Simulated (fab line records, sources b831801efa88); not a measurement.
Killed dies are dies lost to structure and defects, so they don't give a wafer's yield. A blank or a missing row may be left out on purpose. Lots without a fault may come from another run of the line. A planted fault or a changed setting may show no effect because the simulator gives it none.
Which tool did it? | flow gf180mcu | 14 lots, 42 wafers sampled, at 3 steps of a route of 602

WHAT THE GAUGES READ, wafer by wafer
GF_TOP_METAL_THK_MEAS_06: measures by xrf.
lot  | measured     | on            | TOP_METAL_ALCU_THK (nm)
L100 | day 27 02:53 | film_metro-04 | 915 908 928
L101 | day 27 14:25 | film_metro-02 | 917 920 923
L103 | day 28 03:20 | film_metro-04 | 921 945 929
L105 | day 28 22:14 | film_metro-02 | 930 931 941
L107 | day 29 18:49 | film_metro-04 | 934 939 928
L108 | day 29 19:13 | film_metro-04 | 928 933 921
L109 | day 29 23:16 | film_metro-02 | 922 940 942
L110 | day 30 11:20 | film_metro-04 | 933 944 929
L111 | day 30 18:20 | film_metro-04 | 922 925 923
L113 | day 31 05:01 | film_metro-04 | 925 948 942
L119 | day 32 16:50 | film_metro-02 | 923 912 919
L120 | day 32 19:59 | film_metro-04 | 942 930 936
L121 | day 33 07:02 | film_metro-02 | 925 915 915
L123 | day 33 16:38 | film_metro-03 | 938 919 918

WHICH TOOL RAN EACH LOT (tool, then ch and the chambers of the sampled wafers, then the start)
lot  | GF_V5_SPUTTER_22             | GF_TOP_METAL_SPUTTER_04
L100 | pvd_sputter-01, day 27 01:53 | pvd_sputter-02, day 27 02:43
L101 | pvd_sputter-02, day 27 13:25 | pvd_sputter-04, day 27 14:14
L103 | pvd_sputter-03, day 28 02:21 | pvd_sputter-01, day 28 03:11
L105 | pvd_sputter-03, day 28 21:15 | pvd_sputter-01, day 28 22:05
L107 | pvd_sputter-03, day 29 17:49 | pvd_sputter-01, day 29 18:38
L108 | pvd_sputter-02, day 29 18:14 | pvd_sputter-02, day 29 19:04
L109 | pvd_sputter-03, day 29 22:17 | pvd_sputter-02, day 29 23:08
L110 | pvd_sputter-03, day 30 10:22 | pvd_sputter-01, day 30 11:12
L111 | pvd_sputter-03, day 30 17:14 | pvd_sputter-04, day 30 18:10
L113 | pvd_sputter-03, day 31 04:02 | pvd_sputter-04, day 31 04:52
L119 | pvd_sputter-02, day 32 14:47 | pvd_sputter-02, day 32 16:40
L120 | pvd_sputter-02, day 32 18:56 | pvd_sputter-02, day 32 19:50
L121 | pvd_sputter-02, day 33 05:07 | pvd_sputter-02, day 33 06:53
L123 | pvd_sputter-03, day 33 14:17 | pvd_sputter-04, day 33 16:29
- GF_V5_SPUTTER_22: material TiN, target thk 10 nm, time 40 s.
- GF_TOP_METAL_SPUTTER_04: material TiN, target thk 25 nm, time 20.8 s.

WHAT THE TOOLS THEMSELVES READ (means of the sampled wafers that have a number; where no wafer has one, the mark that the record gives instead)
GF_V5_SPUTTER_22.
lot  | tool           | throttle_valve_pct (%)
L100 | pvd_sputter-01 | 28.8
L101 | pvd_sputter-02 | 30.8
L103 | pvd_sputter-03 | 30.7
L105 | pvd_sputter-03 | 30.8
L107 | pvd_sputter-03 | 29.7
L108 | pvd_sputter-02 | 29.7
L109 | pvd_sputter-03 | 29.9
L110 | pvd_sputter-03 | 30.4
L111 | pvd_sputter-03 | 30.5
L113 | pvd_sputter-03 | 30.3
L119 | pvd_sputter-02 | 30.0
L120 | pvd_sputter-02 | 30.8
L121 | pvd_sputter-02 | 30.2
L123 | pvd_sputter-03 | 30.0

GF_TOP_METAL_SPUTTER_04.
lot  | tool           | throttle_valve_pct (%)
L100 | pvd_sputter-02 | 30.3
L101 | pvd_sputter-04 | 30.7
L103 | pvd_sputter-01 | 29.0
L105 | pvd_sputter-01 | 29.5
L107 | pvd_sputter-01 | 29.2
L108 | pvd_sputter-02 | 29.7
L109 | pvd_sputter-02 | 30.1
L110 | pvd_sputter-01 | 29.4
L111 | pvd_sputter-04 | 29.9
L113 | pvd_sputter-04 | 29.2
L119 | pvd_sputter-02 | 29.6
L120 | pvd_sputter-02 | 29.6
L121 | pvd_sputter-02 | 30.3
L123 | pvd_sputter-04 | 29.2

THE ANSWER, worked out from the rows above alone
Rule: what is usual is taken from the lots themselves. Put in order of their means at a reading, lots are off if they are a third of the lots or fewer, leave a main group of 4 or more, and stand apart from it by a gap of 3 or more times the standard deviation of the main group's means; of several such gaps the widest counts. A main group whose means are all the same, to the digits that the tables above print for the reading, isn't used. A lot without any number at a reading at which 4 lots or more have one is off too. The other lots that the step has rows for count as sound. The gauges are gone through in route order, then the tools' own readings, and for those a lot's mean is taken as printed above. The first step at which some lot is off is used, and at that step the reading that is off furthest; a lot without a number counts as furthest.
No lot is off at any reading shown: from this, nothing can be told.

WHAT THE SIMULATOR HAD PUT IN
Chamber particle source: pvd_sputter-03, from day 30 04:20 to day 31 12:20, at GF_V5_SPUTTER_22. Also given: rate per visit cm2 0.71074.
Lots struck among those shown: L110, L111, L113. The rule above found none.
